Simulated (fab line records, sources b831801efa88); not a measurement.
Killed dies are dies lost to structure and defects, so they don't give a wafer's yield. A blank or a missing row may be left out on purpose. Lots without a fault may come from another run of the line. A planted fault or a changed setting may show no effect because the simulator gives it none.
Chamber matching | flow gf180mcu | GF_V3_CMP_26 on cmp-02: 4 sister chambers
The step polishes, stops on SiO2, t overpolish 15 s, target thk 0 nm. 4 wafers are shown with their chamber, then 8 later ones without.

WAFERS WITH THEIR CHAMBER
wafer  | chamber | motor_current_A (A)
L234.6 | 2       | 10.9
L243.1 | 3       | 11.9
L243.6 | 1       | 11.6
L244.2 | 0       | 8.6

WAFERS WITHOUT THEIR CHAMBER
wafer  | motor_current_A (A)
L244.4 | 11.4
L244.6 | 12.1
L245.1 | 8.7
L245.2 | 12.0
L245.6 | 12.0
L247.2 | 11.9
L247.3 | 10.8
L247.4 | 8.8

WHICH CHAMBER EACH WENT THROUGH
wafer  | from the rows above | in truth
L244.4 | 1                   | 1
L244.6 | 3                   | 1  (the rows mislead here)
L245.1 | 0                   | 0
L245.2 | 3                   | 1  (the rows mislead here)
L245.6 | 3                   | 3
L247.2 | 3                   | 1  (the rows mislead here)
L247.3 | 2                   | 2
L247.4 | 0                   | 0
Placed correctly: 5 of 8. Can't be placed from these rows: 0. Placed wrongly: 3.
How it was worked out, from the rows above alone: a wafer's distance from a chamber is the root of the sum, over the readings, of the square of ((its reading less the chamber's mean) divided by the reading's scatter). The wafer belongs to the nearest chamber; if the next one is less than 2 further off, it can't be placed. A chamber's mean is the mean of its shown wafers. The scatter: with one shown wafer a chamber, the root of the mean of the squares of how far each hidden wafer lies from its nearest shown one.
